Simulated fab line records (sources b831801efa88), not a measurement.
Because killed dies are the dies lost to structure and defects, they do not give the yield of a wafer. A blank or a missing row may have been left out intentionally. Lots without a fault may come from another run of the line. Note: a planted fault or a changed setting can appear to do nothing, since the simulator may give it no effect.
fab line records	flow gf180mcu	part 1 of 2: steps 1 to 26 of 36
record: lots: 5	wafers: 15	lastDay: 34
route steps=602 shown HV_LDD@226 NSD@235 PSD@248
lots that met no fault: from a run of the same line without faults
startH: hours from the record's first day to the start of the lot's first wafer shown	waitH: hours elapsed since this lot's preceding step	" as in the row above	L1.1+2: several wafers, shown together as one row	- either no value or no given start	* or withheld: withheld	< > ~ a bound
route shown NAME@n: names a module that has steps shown in the file, with the first one's number in the route	usual: the fault-free wafers' mean and standard deviation	same: alike in all rows	chamber/n: place in a boat	sites: readings site by site	_std_site: how widely they spread, as a standard deviation	_edge_site: mean of outer sites minus mean of inner sites	radiusMm: for every site, how far away it sits from the centre of the wafer	mask NAME#n: copy n	behind: tool/chamber where the wafer was last shaped	hold: what put the lot on hold/how long, in hours/how the hold closed	device: the transistor (n, p or np) that didn't switch	end of line: tests run on the same wafers once the route is complete	for a step that has no rows: nothing shown but its recipe	killed: at the first sort, the dies lost to defects and structure; wafer yield is something else	map: per-die view of a wafer (x killed, . not killed, _ where there is no die)
set.NAME: the setting the step ran with; set.NAME@STEP: the setting that earlier step ran with	model.NAME: the simulator's own value behind a step, which no gauge read
certain route steps with their lots: each step a table, each wafer a row
services: from which hour (startH, from the record's first day; less than 0 if before it) a tool's chamber was out of use, for how many hours, and why
== steps ==
step: GF_HV_LDD_TW_MEAS_50
usual: HV_LDD_4_TW: 571/5.3
lot.wafer	tool	chamber	startH	waitH	HV_LDD_4_TW
L076.4	filmMetro-01	-	303.04	0.1	567
L076.5	"	-	"	"	567
L076.6	"	-	"	"	567
L083.1	filmMetro-03	-	362.12	0.1	576
L083.3	"	-	"	"	576
L083.6	"	-	"	"	575
L094.4	filmMetro-01	-	447.29	0.1	567
L094.5	"	-	"	"	566
L094.6	"	-	"	"	566
L095.2	filmMetro-03	-	454.27	0.1	581
L095.4	"	-	"	"	575
L095.5	"	-	"	"	578
L096.1	filmMetro-01	-	463.05	0.1	566
L096.3	"	-	"	"	564
L096.6	"	-	"	"	567
step: GF_HV_LDD_CLEAN_51
recipe: chemistry: SC1/SC2	mix: 1:4:20	tempC: 70	timeS: 150	dry: n2Spin
usual: tempC: 69.97/0.11
lot.wafer	tool	chamber	startH	waitH	tempC
L076.4	wetBench-03	0	303.07	0.0	69.96
L076.5	"	0	"	"	69.84
L076.6	"	0	"	"	69.72
L083.1	wetBench-01	3	362.18	0.1	69.92
L083.3	"	3	"	"	69.76
L083.6	"	3	"	"	70.14
L094.4	wetBench-01	2	447.32	0.0	69.89
L094.5	"	2	"	"	69.97
L094.6	"	2	"	"	70.11
L095.2	wetBench-03	2	454.32	0.0	69.96
L095.4	"	2	"	"	70.05
L095.5	"	2	"	"	69.85
L096.1	wetBench-03	0	463.11	0.1	70.11
L096.3	"	0	"	"	70.06
L096.6	"	0	"	"	70.09
step: GF_HV_LDD_RTA_52
recipe: tempC: 1000	timeS: 10	ambient: N2
usual: lampPowerPct: 31.1/0.38	wafer_temp_C_max: 1005.7/1.6
lot.wafer	tool	chamber	startH	waitH	lampPowerPct	wafer_temp_C_max
L076.4	rtpAnneal-02	0	303.16	0.0	30.9	1004.3
L076.5	"	0	"	"	30.9	1004.9
L076.6	"	0	"	"	30.9	1004.4
L083.1	rtpAnneal-02	0	362.24	0.0	30.9	1008.9
L083.3	"	0	"	"	30.9	1008.4
L083.6	"	0	"	"	30.9	1005.8
L094.4	rtpAnneal-01	0	447.41	0.0	31.8	1003.0
L094.5	"	0	"	"	31.8	1003.0
L094.6	"	0	"	"	31.8	1003.0
L095.2	rtpAnneal-02	0	454.38	0.0	30.9	1007.1
L095.4	"	0	"	"	30.9	1008.6
L095.5	"	0	"	"	30.9	1006.2
L096.1	rtpAnneal-02	0	463.17	0.0	30.9	1006.0
L096.3	"	0	"	"	30.9	1006.4
L096.6	"	0	"	"	30.9	1006.7
step: GF_HV_LDD_RS_MEAS_53
recipe: thkMeasGauge: four-point-probe
usual: HV_LDD_RS: 419.0/0.84
lot.wafer	tool	chamber	startH	waitH	HV_LDD_RS[ohm/sq]
L076.4	filmMetro-04	-	303.25	0.1	419.7
L076.5	"	-	"	"	419.2
L076.6	"	-	"	"	419.8
L083.1	filmMetro-04	-	362.31	0.1	418.9
L083.3	"	-	"	"	418.3
L083.6	"	-	"	"	419.2
L094.4	filmMetro-04	-	447.50	0.1	420.1
L094.5	"	-	"	"	420.5
L094.6	"	-	"	"	420.9
L095.2	filmMetro-03	-	454.46	0.1	418.1
L095.4	"	-	"	"	417.8
L095.5	"	-	"	"	417.8
L096.1	filmMetro-01	-	463.24	0.1	420.2
L096.3	"	-	"	"	420.6
L096.6	"	-	"	"	420.1
step: GF_HV_LDD_CVD_54
recipe: material: SiO2	targetThkNm: 10	precursor: TEOS	tempC: 680	timeS: 75	pressureMtorr: 400
usual: zonePowerLowerPct: 10.9/0.94
lot.wafer	tool	chamber	startH	waitH	zonePowerLowerPct
L076.4	lpcvd-01	1	303.31	0.0	12.1
L076.5	"	1	"	"	12.2
L076.6	"	1	"	"	11.9
L083.1	lpcvd-02	0	362.43	0.1	10.0
L083.3	"	0	"	"	9.9
L083.6	"	0	"	"	10.1
L094.4	lpcvd-02	1	447.56	0.0	10.2
L094.5	"	1	"	"	9.9
L094.6	"	1	"	"	10.1
L095.2	lpcvd-01	1	454.56	0.1	12.0
L095.4	"	1	"	"	12.0
L095.5	"	1	"	"	11.8
L096.1	lpcvd-02	0	463.36	0.1	10.0
L096.3	"	0	"	"	9.9
L096.6	"	0	"	"	10.0
step: GF_HV_LDD_THK_MEAS_55
recipe: reads: SiO2_of_HV_LDD_CVD_54
usual: HV_LDD_CVD_54_THK: 10.01/0.16
lot.wafer	tool	chamber	startH	waitH	HV_LDD_CVD_54_THK[nm]
L076.4	filmMetro-03	-	304.87	0.0	10.09
L076.5	"	-	"	"	10.15
L076.6	"	-	"	"	10.20
L083.1	filmMetro-03	-	363.45	0.0	10.24
L083.3	"	-	"	"	10.21
L083.6	"	-	"	"	10.19
L094.4	filmMetro-04	-	448.61	0.0	10.06
L094.5	"	-	"	"	10.14
L094.6	"	-	"	"	10.09
L095.2	filmMetro-03	-	455.59	0.0	9.82
L095.4	"	-	"	"	9.80
L095.5	"	-	"	"	9.91
L096.1	filmMetro-01	-	464.38	0.0	9.87
L096.3	"	-	"	"	10.01
L096.6	"	-	"	"	9.90
step: GF_HV_LDD_CVD_56
recipe: material: Si3N4	precursor: DCS/NH3	targetThkNm: 90	tempC: 770	timeS: 1543	pressureMtorr: 250
usual: zonePowerLowerPct: 13.4/1
lot.wafer	tool	chamber	startH	waitH	zonePowerLowerPct
L076.4	lpcvd-02	1	304.90	0.0	12.7
L076.5	"	1	"	"	12.8
L076.6	"	1	"	"	12.8
L083.1	lpcvd-02	0	365.45	2.0	12.6
L083.3	"	0	"	"	12.6
L083.6	"	0	"	"	12.7
L094.4	lpcvd-01	0	448.64	0.0	13.1
L094.5	"	0	"	"	13.5
L094.6	"	0	"	"	13.3
L095.2	lpcvd-02	0	455.64	0.0	12.6
L095.4	"	0	"	"	12.7
L095.5	"	0	"	"	12.6
L096.1	lpcvd-01	0	464.44	0.1	13.6
L096.3	"	0	"	"	13.3
L096.6	"	0	"	"	13.2
step: GF_HV_LDD_THK_MEAS_57
recipe: reads: Si3N4_of_HV_LDD_CVD_56
usual: HV_LDD_CVD_56_THK: 90.1/0.83
lot.wafer	tool	chamber	startH	waitH	HV_LDD_CVD_56_THK[nm]
L076.4	filmMetro-03	-	306.36	0.0	90.5
L076.5	"	-	"	"	90.3
L076.6	"	-	"	"	90.5
L083.1	filmMetro-03	-	366.87	0.0	89.9
L083.3	"	-	"	"	90.0
L083.6	"	-	"	"	89.9
L094.4	filmMetro-01	-	450.10	0.0	91.0
L094.5	"	-	"	"	90.9
L094.6	"	-	"	"	90.9
L095.2	filmMetro-04	-	457.08	0.0	90.2
L095.4	"	-	"	"	90.2
L095.5	"	-	"	"	90.6
L096.1	filmMetro-03	-	466.58	0.0	90.5
L096.3	"	-	"	"	89.9
L096.6	"	-	"	"	90.3
step: GF_HV_LDD_ETCHBACK_58
recipe: chemistry: CH3F/O2	target: Si3N4	stopOn: SiO2	sourceW: 400	biasW: 80	pressureMtorr: 25	ch3fFlowSccm: 40	O2_flow_sccm: 30	timeS: 100	targetDepthA: 900
usual: drypumpMotorCurrentA: 5.8/0.46	oesProductAu: 0.843/0.0066	throttleValvePct: 10.561/0.0093
lot.wafer	tool	chamber	startH	waitH	drypumpMotorCurrentA	oesProductAu	rfHoursCounterH	throttleValvePct
L076.4	rieDiel-02	0	306.43	0.1	5.7	0.849	-	10.550
L076.5	"	3	"	"	5.3	0.844	-	10.572
L076.6	"	1	"	"	6.3	0.847	-	10.572
L083.1	rieDiel-04	2	366.93	0.1	6.1	0.839	45	10.559
L083.3	"	1	"	"	5.9	0.832	3	10.586
L083.6	"	1	"	"	5.9	0.842	-	10.555
L094.4	rieDiel-04	2	450.17	0.1	6.1	0.856	-	10.554
L094.5	"	0	"	"	5.2	0.842	-	10.560
L094.6	"	1	"	"	5.9	0.848	-	10.574
L095.2	rieDiel-02	1	457.13	0.0	6.3	0.843	4	10.552
L095.4	"	2	"	"	5.8	0.843	6	10.559
L095.5	"	3	"	"	5.3	0.841	-	10.549
L096.1	rieDiel-02	0	466.64	0.1	5.8	0.840	56	10.564
L096.3	"	3	"	"	5.3	0.835	33	10.555
L096.6	"	3	"	"	5.3	0.837	-	10.571
step: GF_NSD_DEHYDRATE_00
recipe: tempC: 200	timeS: 60
usual: chillPlateTempC: 23.00/0.098
lot.wafer	tool	chamber	startH	waitH	chillPlateTempC
L076.4	lithoTrack-04	0	316.00	9.5	22.80
L076.5	"	0	"	"	22.80
L076.6	"	0	"	"	22.84
L083.1	lithoTrack-01	0	377.76	10.8	22.86
L083.3	"	0	"	"	22.86
L083.6	"	0	"	"	22.89
L094.4	lithoTrack-01	0	461.98	11.8	22.92
L094.5	"	0	"	"	22.89
L094.6	"	0	"	"	22.93
L095.2	lithoTrack-02	0	468.15	11.0	23.02
L095.4	"	0	"	"	22.90
L095.5	"	0	"	"	22.95
L096.1	lithoTrack-02	0	478.57	11.9	22.98
L096.3	"	0	"	"	22.91
L096.6	"	0	"	"	23.08
step: GF_NSD_HMDS_01
recipe: primeTimeS: 60	primeTempC: 120
usual: chillPlateTempC: 22.99/0.11	primeTempC: 120.01/0.13
lot.wafer	tool	chamber	startH	waitH	chillPlateTempC	primeTempC
L076.4	lithoTrack-04	0	316.15	0.1	22.96	119.91
L076.5	"	0	"	"	22.94	120.16
L076.6	"	0	"	"	23.09	120.30
L083.1	lithoTrack-01	0	377.91	0.1	23.20	120.11
L083.3	"	0	"	"	23.09	119.84
L083.6	"	0	"	"	22.93	120.02
L094.4	lithoTrack-01	0	462.13	0.1	23.10	120.00
L094.5	"	0	"	"	23.00	120.17
L094.6	"	0	"	"	23.00	119.93
L095.2	lithoTrack-02	0	468.30	0.1	22.83	120.07
L095.4	"	0	"	"	22.91	120.10
L095.5	"	0	"	"	22.86	119.99
L096.1	lithoTrack-02	0	478.72	0.1	23.00	120.08
L096.3	"	0	"	"	23.03	120.05
L096.6	"	0	"	"	22.91	120.00
step: GF_NSD_COAT_02
recipe: resist: NOVOLAK	spinRpm: 3000	resistThkNm: 1000
usual: chillPlateTempC: 23.01/0.091
lot.wafer	tool	chamber	startH	waitH	chillPlateTempC
L076.4	lithoTrack-04	0	316.30	0.1	22.84
L076.5	"	0	"	"	23.02
L076.6	"	0	"	"	23.03
L083.1	lithoTrack-01	0	378.06	0.1	22.94
L083.3	"	0	"	"	22.98
L083.6	"	0	"	"	22.85
L094.4	lithoTrack-01	0	462.28	0.1	22.96
L094.5	"	0	"	"	22.99
L094.6	"	0	"	"	22.99
L095.2	lithoTrack-02	0	468.45	0.1	23.00
L095.4	"	0	"	"	23.08
L095.5	"	0	"	"	23.00
L096.1	lithoTrack-02	0	478.87	0.1	23.08
L096.3	"	0	"	"	22.97
L096.6	"	0	"	"	22.79
step: GF_NSD_SOFTBAKE_03
recipe: tempC: 90	timeS: 60	resist: NOVOLAK
usual: chillPlateTempC: 23.01/0.1
lot.wafer	tool	chamber	startH	waitH	chillPlateTempC
L076.4	lithoTrack-04	0	316.45	0.1	23.05
L076.5	"	0	"	"	23.07
L076.6	"	0	"	"	23.06
L083.1	lithoTrack-01	0	378.21	0.1	23.14
L083.3	"	0	"	"	23.27
L083.6	"	0	"	"	23.14
L094.4	lithoTrack-01	0	462.43	0.1	22.88
L094.5	"	0	"	"	22.92
L094.6	"	0	"	"	22.96
L095.2	lithoTrack-02	0	468.60	0.1	23.31
L095.4	"	0	"	"	23.21
L095.5	"	0	"	"	23.17
L096.1	lithoTrack-02	0	479.02	0.1	22.90
L096.3	"	0	"	"	22.91
L096.6	"	0	"	"	22.91
step: GF_NSD_EXPOSE_04
recipe: maskId: Nplus	targetCdNm: 400	na: 0.6	sourceShape: conventional	sigmaOuter: 0.6	doseMj: 140
lot.wafer	tool	chamber	startH	waitH	mask
L076.4+5+6	ilineStepper-01	0	-	-	Nplus#0
L083.1+3+6	ilineStepper-01	0	-	-	Nplus#0
L094.4+5+6	ilineStepper-01	0	-	-	Nplus#0
L095.2+4+5	ilineStepper-02	0	-	-	Nplus#0
L096.1+3+6	ilineStepper-02	0	-	-	Nplus#0
step: GF_NSD_PEB_05
recipe: tempC: withheld	timeS: *	resist: NOVOLAK
usual: chillPlateTempC: *
lot.wafer	tool	chamber	startH	waitH	chillPlateTempC
L076.4	lithoTrack-02	0	-	-	*
L076.5	"	0	"	"	*
L076.6	"	0	"	"	*
L083.1	lithoTrack-01	0	-	-	*
L083.3	"	0	"	"	*
L083.6	"	0	"	"	*
L094.4	lithoTrack-04	0	-	-	*
L094.5	"	0	"	"	*
L094.6	"	0	"	"	*
L095.2	lithoTrack-02	0	-	-	*
L095.4	"	0	"	"	*
L095.5	"	0	"	"	*
L096.1	lithoTrack-02	0	-	-	*
L096.3	"	0	"	"	*
L096.6	"	0	"	"	*
step: GF_NSD_DEVELOP_06
recipe: developTimeS: 60	devTempC: 23
usual: chillPlateTempC: 23.01/0.11
lot.wafer	tool	chamber	startH	waitH	chillPlateTempC
L076.4	lithoTrack-02	0	327.35	0.1	23.11
L076.5	"	0	"	"	23.10
L076.6	"	0	"	"	23.10
L083.1	lithoTrack-01	0	389.76	0.1	23.00
L083.3	"	0	"	"	22.94
L083.6	"	0	"	"	22.96
L094.4	lithoTrack-04	0	474.84	0.1	23.03
L094.5	"	0	"	"	23.12
L094.6	"	0	"	"	23.09
L095.2	lithoTrack-02	0	481.50	0.1	22.96
L095.4	"	0	"	"	22.91
L095.5	"	0	"	"	22.95
L096.1	lithoTrack-02	0	490.87	0.1	22.97
L096.3	"	0	"	"	23.16
L096.6	"	0	"	"	23.13
step: GF_NSD_CD_MEAS_07
recipe: targetCdNm: 400
usual: cdNm: 399.7/2.8
lot.wafer	tool	chamber	startH	waitH	cdNm
L076.4	cdSem-02	-	327.49	0.1	402.0
L076.5	"	-	"	"	401.7
L076.6	"	-	"	"	400.4
L083.1	cdSem-02	-	389.91	0.1	398.4
L083.3	"	-	"	"	400.6
L083.6	"	-	"	"	400.5
L094.4	cdSem-02	-	474.98	0.1	399.8
L094.5	"	-	"	"	402.6
L094.6	"	-	"	"	402.7
L095.2	cdSem-02	-	481.64	0.1	394.5
L095.4	"	-	"	"	395.3
L095.5	"	-	"	"	395.1
L096.1	cdSem-02	-	491.02	0.1	401.1
L096.3	"	-	"	"	403.9
L096.6	"	-	"	"	402.0
step: GF_NSD_OVL_MEAS_08
usual: NSD_OVL: 0.6/1.5
lot.wafer	tool	chamber	startH	waitH	NSD_OVL[nm]
L076.4	overlay-02	-	327.56	0.1	1.1
L076.5	"	-	"	"	0.1
L076.6	"	-	"	"	1.6
L083.1	overlay-01	-	390.03	0.1	2.0
L083.3	"	-	"	"	1.2
L083.6	"	-	"	"	2.8
L094.4	overlay-02	-	475.06	0.1	1.9
L094.5	"	-	"	"	1.6
L094.6	"	-	"	"	1.8
L095.2	overlay-01	-	481.75	0.1	-0.3
L095.4	"	-	"	"	-0.8
L095.5	"	-	"	"	-1.1
L096.1	overlay-02	-	491.14	0.1	-0.3
L096.3	"	-	"	"	1.2
L096.6	"	-	"	"	-0.4
step: GF_NSD_IMPLANT_09
recipe: species: As	energyKev: 61.6	doseCm2: 4e+15	tiltDeg: 7
same: implantIonAmu: 75
lot.wafer	tool	chamber	startH	waitH
L076.4+5+6	implanter-02	0	327.66	0.1
L083.1+3+6	implanter-02	0	390.06	0.0
L094.4+5+6	implanter-01	0	475.15	0.1
L095.2+4+5	implanter-01	0	481.80	0.0
L096.1+3+6	implanter-01	0	491.18	0.0
step: GF_NSD_IMPLANT_10
recipe: species: P	energyKev: 40	doseCm2: 5e+14	tiltDeg: 7
same: implantIonAmu: 31
lot.wafer	tool	chamber	startH	waitH
L076.4+5+6	implanter-02	0	327.81	0.1
L083.1+3+6	implanter-02	0	390.21	0.1
L094.4+5+6	implanter-01	0	475.30	0.1
L095.2+4+5	implanter-01	0	481.95	0.1
L096.1+3+6	implanter-01	0	491.33	0.1
step: GF_NSD_STRIP_11
recipe: chemistry: O2/N2	powerW: 1400	pressureMtorr: 1500	platenTempC: 250	o2FlowSccm: 3000	n2FlowSccm: 300	overashFraction: 0.5
usual: drypumpMotorCurrentA: 5.7/0.54	heaterPowerW: 329/14	o2FlowSccm: 3000/9	oesProductAu: 0.484/0.005	platenTempC: 250.00/0.19	stripTimeToEndpointS: 23.16/0.042
lot.wafer	tool	chamber	startH	waitH	drypumpMotorCurrentA	heaterPowerW	o2FlowSccm	oesProductAu	platenTempC	rfHoursCounterH	stripTimeToEndpointS
L076.4	plasmaAsher-02	1	327.91	0.1	5.1	339	2999	0.480	249.82	-	23.23
L076.5	"	1	"	"	5.1	340	3001	0.484	249.97	-	23.19
L076.6	"	0	"	"	5.7	319	2986	0.488	250.20	-	23.19
L083.1	plasmaAsher-03	1	390.36	0.1	5.2	311	2996	0.488	249.79	62	23.19
L083.3	"	1	"	"	5.3	307	2996	0.478	250.24	-	23.13
L083.6	"	1	"	"	5.2	301	2992	0.488	249.97	-	23.14
L094.4	plasmaAsher-04	0	475.41	0.1	6.1	362	3008	0.475	250.05	-	23.09
L094.5	"	1	"	"	6.7	311	3003	0.486	250.03	-	23.12
L094.6	"	0	"	"	6.1	360	3017	0.484	249.91	-	23.13
L095.2	plasmaAsher-02	0	482.08	0.1	5.7	324	3007	0.479	249.89	38	23.15
L095.4	"	1	"	"	5.1	340	3006	0.490	249.86	-	23.12
L095.5	"	0	"	"	5.6	321	3003	0.489	250.15	-	23.11
L096.1	plasmaAsher-04	0	491.48	0.1	6.1	355	2989	0.483	250.00	87	23.17
L096.3	"	1	"	"	6.7	316	2985	0.491	249.81	-	23.25
L096.6	"	0	"	"	6.1	360	2989	0.494	250.05	-	23.20
step: GF_NSD_TW_MEAS_12
usual: NSD_TW: 4281/34
lot.wafer	tool	chamber	startH	waitH	NSD_TW
L076.4	filmMetro-02	-	328.01	0.1	4296
L076.5	"	-	"	"	4317
L076.6	"	-	"	"	4305
L083.1	filmMetro-04	-	390.46	0.1	4349
L083.3	"	-	"	"	4335
L083.6	"	-	"	"	4318
L094.4	filmMetro-02	-	475.50	0.1	4249
L094.5	"	-	"	"	4235
L094.6	"	-	"	"	4216
L095.2	filmMetro-02	-	482.19	0.1	4324
L095.4	"	-	"	"	4261
L095.5	"	-	"	"	4262
L096.1	filmMetro-02	-	491.58	0.1	4284
L096.3	"	-	"	"	4237
L096.6	"	-	"	"	4277
step: GF_PSD_DEHYDRATE_00
recipe: tempC: 200	timeS: 60
usual: chillPlateTempC: 22.98/0.079
lot.wafer	tool	chamber	startH	waitH	chillPlateTempC
L076.4	lithoTrack-04	0	338.10	10.1	23.00
L076.5	"	0	"	"	22.89
L076.6	"	0	"	"	22.89
L083.1	lithoTrack-03	0	401.47	11.0	22.84
L083.3	"	0	"	"	23.01
L083.6	"	0	"	"	23.09
L094.4	lithoTrack-03	0	486.64	11.1	23.03
L094.5	"	0	"	"	22.92
L094.6	"	0	"	"	23.10
L095.2	lithoTrack-02	0	493.35	11.1	22.85
L095.4	"	0	"	"	23.06
L095.5	"	0	"	"	23.01
L096.1	lithoTrack-02	0	503.17	11.6	22.87
L096.3	"	0	"	"	23.00
L096.6	"	0	"	"	22.95
step: GF_PSD_HMDS_01
recipe: primeTimeS: 60	primeTempC: 120
usual: chillPlateTempC: 23.00/0.093	primeTempC: 119.98/0.14
lot.wafer	tool	chamber	startH	waitH	chillPlateTempC	primeTempC
L076.4	lithoTrack-04	0	338.25	0.1	23.05	119.72
L076.5	"	0	"	"	23.20	119.71
L076.6	"	0	"	"	22.97	119.76
L083.1	lithoTrack-03	0	401.62	0.1	22.91	119.93
L083.3	"	0	"	"	23.00	120.02
L083.6	"	0	"	"	23.02	120.24
L094.4	lithoTrack-03	0	486.79	0.1	22.98	119.91
L094.5	"	0	"	"	23.03	119.94
L094.6	"	0	"	"	22.97	120.14
L095.2	lithoTrack-02	0	493.50	0.1	22.96	120.10
L095.4	"	0	"	"	23.07	120.01
L095.5	"	0	"	"	23.11	119.90
L096.1	lithoTrack-02	0	503.32	0.1	23.14	119.85
L096.3	"	0	"	"	23.04	120.07
L096.6	"	0	"	"	23.03	120.03
step: GF_PSD_COAT_02
recipe: resist: NOVOLAK	spinRpm: 3000	resistThkNm: 1000
usual: chillPlateTempC: 23.01/0.11
lot.wafer	tool	chamber	startH	waitH	chillPlateTempC
L076.4	lithoTrack-04	0	338.40	0.1	22.99
L076.5	"	0	"	"	22.90
L076.6	"	0	"	"	22.89
L083.1	lithoTrack-03	0	401.77	0.1	23.14
L083.3	"	0	"	"	22.96
L083.6	"	0	"	"	23.06
L094.4	lithoTrack-03	0	486.94	0.1	22.99
L094.5	"	0	"	"	23.01
L094.6	"	0	"	"	22.91
L095.2	lithoTrack-02	0	493.65	0.1	22.93
L095.4	"	0	"	"	23.27
L095.5	"	0	"	"	23.03
L096.1	lithoTrack-02	0	503.47	0.1	23.02
L096.3	"	0	"	"	22.92
L096.6	"	0	"	"	23.11
step: GF_PSD_SOFTBAKE_03
recipe: tempC: 90	timeS: 60	resist: NOVOLAK
usual: chillPlateTempC: 22.99/0.13
lot.wafer	tool	chamber	startH	waitH	chillPlateTempC
L076.4	lithoTrack-04	0	338.55	0.1	23.01
L076.5	"	0	"	"	22.95
L076.6	"	0	"	"	23.29
L083.1	lithoTrack-03	0	401.92	0.1	22.98
L083.3	"	0	"	"	23.02
L083.6	"	0	"	"	22.97
L094.4	lithoTrack-03	0	487.09	0.1	23.13
L094.5	"	0	"	"	23.05
L094.6	"	0	"	"	23.24
L095.2	lithoTrack-02	0	493.80	0.1	23.03
L095.4	"	0	"	"	23.14
L095.5	"	0	"	"	22.92
L096.1	lithoTrack-02	0	503.62	0.1	22.81
L096.3	"	0	"	"	22.74
L096.6	"	0	"	"	22.77
